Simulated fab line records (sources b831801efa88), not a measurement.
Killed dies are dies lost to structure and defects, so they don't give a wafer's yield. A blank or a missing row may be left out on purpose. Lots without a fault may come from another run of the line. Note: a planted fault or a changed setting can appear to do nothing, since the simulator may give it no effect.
Which of the tools did it? ; flow sky130 ; at 1 step of a route of 708, 11 lots with 33 wafers sampled

## WHAT THE GAUGES SHOWED, per wafer
SKY_CAP2M_OVL_MEAS_12. Usual: CAP2M_OVL typically reads 0.3 nm, with standard deviation 1.4.
lot;measured;on;CAP2M_OVL (nm);flag
L524;day 40 10:37;overlay-01;-2.1 0.7 0.5;
L525;day 41 01:38;overlay-01;2.2 0.3 0.6;
L526;day 41 19:12;overlay-01;0.2 1.2 0.3;
L527;day 42 02:25;overlay-02;-0.4 1.0 0.2;
L529;day 42 06:58;overlay-01;-2.4 0.4 -1.9;
L528;day 42 12:58;overlay-02;0.2 1.3 2.2;
L530;day 42 17:34;overlay-02;2.8 1.9 1.3;
L532;day 43 05:16;overlay-01;-1.0 0.6 -1.2;
L537;day 44 14:55;overlay-01;3.3 3.1 2.4;
L538;day 45 00:57;overlay-01;-1.4 -0.1 0.8;
L544;day 46 09:46;overlay-01;0.1 -0.5 -1.2;

## WHICH TOOL RAN EACH LOT (tool, then ch and the chambers of the sampled wafers, then the start)
The record holds no process step before these readings.

## AS READ BY THE TOOLS THEMSELVES (means over the sampled wafers that have a number; for cases with no such wafer, the mark the record gives instead)
The record holds no such reading with a usual standard deviation.

## THE ANSWER, worked out from the rows above alone
Rule: a lot counts as off when the mean over its wafers that have a number is more than 3 standard deviations away from the usual mean. Also off: a lot with no number at a reading for which 4 or more lots have one. Any other lot the step has rows for is counted as sound. The gauges are gone through in route order, then the tools' own readings, and for those a lot's mean is taken as printed above. At the first step where some lot is off, the reading lying furthest off is the one used; lots without a number count as furthest.
None of the lots is off at any reading shown; this tells nothing.

## WHAT HAD BEEN PUT IN BY THE SIMULATOR
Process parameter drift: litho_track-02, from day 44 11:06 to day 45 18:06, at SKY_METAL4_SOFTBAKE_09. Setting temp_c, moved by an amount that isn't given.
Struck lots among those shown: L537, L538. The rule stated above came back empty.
